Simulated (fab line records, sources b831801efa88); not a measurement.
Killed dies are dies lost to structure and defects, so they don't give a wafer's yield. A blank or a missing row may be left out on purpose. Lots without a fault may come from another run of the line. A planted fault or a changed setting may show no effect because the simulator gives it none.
Which tool did it? | flow gf180mcu | 7 lots, 21 wafers sampled, at 3 steps of a route of 602

WHAT THE GAUGES READ, wafer by wafer
GF_VT_IMPLANT_TW_MEAS_21.
lot  | measured     | on            | VT_IMPLANT_2_TW
L946 | day 6 11:06  | film_metro-02 | 1190 1193 1195
L949 | day 7 05:38  | film_metro-01 | 1206 1203 1211
L951 | day 7 17:56  | film_metro-02 | 1190 1194 1193
L955 | day 8 19:59  | film_metro-01 | 1214 1212 1206
L962 | day 10 16:49 | film_metro-01 | 30 30 30
L966 | day 11 13:46 | film_metro-03 | 1183 1187 1182
L968 | day 12 09:30 | film_metro-01 | 1209 1206 1208

WHICH TOOL RAN EACH LOT (tool, then ch and the chambers of the sampled wafers, then the start)
lot  | GF_VT_IMPLANT_STRIP_09               | GF_VT_IMPLANT_STRIP_20
L946 | plasma_asher-01 ch 0,1, day 5 20:51  | plasma_asher-03 ch 0,1, day 6 11:00
L949 | plasma_asher-01 ch 0,1, day 6 13:32  | plasma_asher-01 ch 0,1, day 7 05:31
L951 | plasma_asher-04 ch 0,1, day 7 03:03  | plasma_asher-04 ch 0,1, day 7 17:50
L955 | plasma_asher-04 ch 0,1, day 8 03:43  | plasma_asher-01 ch 0,1, day 8 19:53
L962 | plasma_asher-01 ch 0,1, day 9 23:53  | plasma_asher-01 ch 0,1, day 10 16:43
L966 | plasma_asher-03 ch 0,1, day 10 19:28 | plasma_asher-04 ch 0,1, day 11 13:39
L968 | plasma_asher-03 ch 0,1, day 11 13:21 | plasma_asher-04 ch 0,1, day 12 09:24
- GF_VT_IMPLANT_STRIP_09: strips in O2/N2.
- GF_VT_IMPLANT_STRIP_20: strips in O2/N2.

THE ANSWER, worked out from the rows above alone
Rule: what is usual is taken from the lots themselves. Put in order of their means at a reading, lots are off if they are a third of the lots or fewer, leave a main group of 4 or more, and stand apart from it by a gap of 3 or more times the standard deviation of the main group's means; of several such gaps the widest counts. A main group whose means are all the same, to the digits that the tables above print for the reading, isn't used. A lot without any number at a reading at which 4 lots or more have one is off too. The other lots that the step has rows for count as sound.
Off: L962, at GF_VT_IMPLANT_TW_MEAS_21 (VT_IMPLANT_2_TW). The main group: mean 1199, standard deviation 9.8.
A tool fits if, at a process step before that reading, it ran every lot that is off, and no sound lot after the first of them. The gauges at GF_VT_IMPLANT_TW_MEAS_21 are tried like those tools. One fits: plasma_asher-01 at GF_VT_IMPLANT_STRIP_09 and GF_VT_IMPLANT_STRIP_20. At GF_VT_IMPLANT_STRIP_09 its last sound lot is L949 (day 6 13:32), its first lot that is off L962 (day 9 23:53): a fault that began between those two fits.

WHAT THE SIMULATOR HAD PUT IN
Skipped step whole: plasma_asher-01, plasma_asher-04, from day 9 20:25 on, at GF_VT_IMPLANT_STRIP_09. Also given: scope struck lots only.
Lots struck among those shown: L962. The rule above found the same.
